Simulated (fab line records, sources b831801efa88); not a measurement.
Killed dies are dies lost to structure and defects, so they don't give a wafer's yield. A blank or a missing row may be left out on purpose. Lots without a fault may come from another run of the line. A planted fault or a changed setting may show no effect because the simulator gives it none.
Which tool did it? | flow gf180mcu | 13 lots, 39 wafers sampled, at 4 steps of a route of 602

WHAT THE GAUGES READ, wafer by wafer
GF_VT_IMPLANT_OVL_MEAS_18.
lot  | measured     | on         | VT_IMPLANT_01_OVL (nm)
L101 | day 6 04:32  | overlay-02 | 1.4 1.1 2.5
L102 | day 6 10:56  | overlay-02 | 1.7 0.2 2.7
L104 | day 7 00:52  | overlay-01 | 1.8 1.0 1.3
L105 | day 7 04:41  | overlay-01 | -0.5 -1.0 1.0
L106 | day 7 13:00  | overlay-01 | -0.4 2.4 1.3
L107 | day 7 18:15  | overlay-01 | 0.2 1.1 -1.2
L108 | day 8 01:05  | overlay-01 | -1.2 -0.9 -0.2
L109 | day 8 06:41  | overlay-01 | 1.0 -0.9 -0.9
L110 | day 8 17:38  | overlay-01 | 0.3 -0.5 1.2
L113 | day 9 09:26  | overlay-01 | -1.6 0.3 -0.1
L118 | day 10 17:26 | overlay-02 | 0.3 0.8 0.5
L119 | day 11 02:33 | overlay-02 | -1.3 -0.4 0.3
L123 | day 12 02:57 | overlay-02 | -0.5 -1.0 -2.3

GF_HV_LDD_CD_MEAS_46: target cd 400 nm.
lot  | measured     | on        | cd_nm (nm)
L101 | day 12 09:20 | cd_sem-01 | 401.5 401.4 400.3
L102 | day 12 14:15 | cd_sem-01 | 399.0 401.4 398.1
L104 | day 13 07:49 | cd_sem-01 | 403.8 401.5 401.6
L105 | day 13 12:48 | cd_sem-01 | 401.3 399.1 400.3
L106 | day 14 02:17 | cd_sem-01 | 398.6 399.6 396.7
L107 | day 14 03:32 | cd_sem-02 | 402.1 401.5 401.9
L108 | day 14 16:32 | cd_sem-01 | 398.6 398.7 398.9
L109 | day 15 00:16 | cd_sem-02 | 404.6 404.3 405.1
L110 | day 15 12:26 | cd_sem-01 | 401.8 403.3 400.5
L113 | day 16 09:40 | cd_sem-02 | 400.8 398.6 401.3
L118 | day 18 01:40 | cd_sem-01 | 402.2 402.0 401.7
L119 | day 18 12:02 | cd_sem-02 | 405.1 407.6 404.5
L123 | day 19 18:35 | cd_sem-02 | 398.0 398.9 398.6

WHICH TOOL RAN EACH LOT (tool, then ch and the chambers of the sampled wafers, then the start)
lot  | GF_MVSD_COAT_02                  | GF_MVSD_STRIP_10
L101 | litho_track-02 ch 0, day 4 02:48 | plasma_asher-03 ch 0,1, day 4 10:01
L102 | litho_track-02 ch 0, day 4 07:33 | plasma_asher-02 ch 0,1, day 4 15:22
L104 | litho_track-02 ch 0, day 4 20:49 | plasma_asher-03 ch 0,1, day 5 04:34
L105 | litho_track-04 ch 0, day 5 00:46 | plasma_asher-04 ch 0,1, day 5 08:07
L106 | litho_track-04 ch 0, day 5 07:55 | plasma_asher-04 ch 0,1, day 5 15:42
L107 | litho_track-03 ch 0, day 5 12:27 | plasma_asher-02 ch 0,1, day 5 20:35
L108 | litho_track-02 ch 0, day 5 18:48 | plasma_asher-02 ch 0,1, day 6 02:34
L109 | litho_track-02 ch 0, day 6 00:01 | plasma_asher-02 ch 0,1, day 6 07:49
L110 | litho_track-02 ch 0, day 6 08:19 | plasma_asher-02 ch 0, day 6 16:46
L113 | litho_track-02 ch 0, day 6 23:28 | plasma_asher-02 ch 0,1, day 7 08:28
L118 | litho_track-03 ch 0, day 8 03:34 | plasma_asher-03 ch 0,1, day 8 12:01
L119 | litho_track-04 ch 0, day 8 11:28 | plasma_asher-04 ch 0,1, day 8 20:23
L123 | litho_track-03 ch 0, day 9 10:03 | plasma_asher-02 ch 0,1, day 9 19:08
- GF_MVSD_COAT_02: resist thk 3000 nm.
- GF_MVSD_STRIP_10: strips in O2/N2.

WHAT THE TOOLS THEMSELVES READ (means of the sampled wafers that have a number; where no wafer has one, the mark that the record gives instead)
GF_MVSD_COAT_02.
lot  | tool           | chill_plate_temp_C (C)
L101 | litho_track-02 | 23.05
L102 | litho_track-02 | 22.99
L104 | litho_track-02 | 22.96
L105 | litho_track-04 | 22.96
L106 | litho_track-04 | 23.03
L107 | litho_track-03 | 23.09
L108 | litho_track-02 | 23.05
L109 | litho_track-02 | 23.06
L110 | litho_track-02 | 22.99
L113 | litho_track-02 | 23.07
L118 | litho_track-03 | 23.16
L119 | litho_track-04 | 22.92
L123 | litho_track-03 | 23.00

GF_MVSD_STRIP_10.
lot  | tool            | drypump_motor_current_A (A) | heater_power_w (W) | oes_product_au (a.u.) | strip_time_to_endpoint_s (s)
L101 | plasma_asher-03 | 6.6                         | 368                | 0.721                 | 37.05
L102 | plasma_asher-02 | 5.6                         | 360                | 0.719                 | 37.05
L104 | plasma_asher-03 | 6.6                         | 373                | 0.722                 | 37.09
L105 | plasma_asher-04 | 5.8                         | 341                | 0.723                 | 36.98
L106 | plasma_asher-04 | 5.8                         | 346                | 0.727                 | 37.12
L107 | plasma_asher-02 | 5.6                         | 360                | 0.718                 | 37.00
L108 | plasma_asher-02 | 5.6                         | 386                | 0.725                 | 37.07
L109 | plasma_asher-02 | 5.6                         | 359                | 0.723                 | 37.08
L110 | plasma_asher-02 | 5.6                         | 337                | 0.717                 | 13.85
L113 | plasma_asher-02 | 5.6                         | 386                | 0.715                 | 13.87
L118 | plasma_asher-03 | 6.6                         | 366                | 0.726                 | 37.03
L119 | plasma_asher-04 | 5.8                         | 342                | 0.724                 | 37.01
L123 | plasma_asher-02 | 5.6                         | 359                | 0.720                 | 37.00

THE ANSWER, worked out from the rows above alone
Rule: what is usual is taken from the lots themselves. Put in order of their means at a reading, lots are off if they are a third of the lots or fewer, leave a main group of 4 or more, and stand apart from it by a gap of 3 or more times the standard deviation of the main group's means; of several such gaps the widest counts. A main group whose means are all the same, to the digits that the tables above print for the reading, isn't used. A lot without any number at a reading at which 4 lots or more have one is off too. The other lots that the step has rows for count as sound. The gauges are gone through in route order, then the tools' own readings, and for those a lot's mean is taken as printed above. The first step at which some lot is off is used, and at that step the reading that is off furthest; a lot without a number counts as furthest.
Off: L110, L113, at GF_MVSD_STRIP_10 (strip_time_to_endpoint_s). The main group: mean 37.04 s, standard deviation 0.042.
A tool fits if, at that step or a process step before it, it ran every lot that is off, and no sound lot after the first of them. One fits: litho_track-02 at GF_MVSD_COAT_02. Its last sound lot is L109 (day 6 00:01), its first lot that is off L110 (day 6 08:19): a fault that began between those two fits.

WHAT THE SIMULATOR HAD PUT IN
Process parameter drift: litho_track-02, from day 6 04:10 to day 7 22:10, at GF_MVSD_COAT_02. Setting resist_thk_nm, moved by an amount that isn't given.
Lots struck among those shown: L110, L113. The rule above found the same.
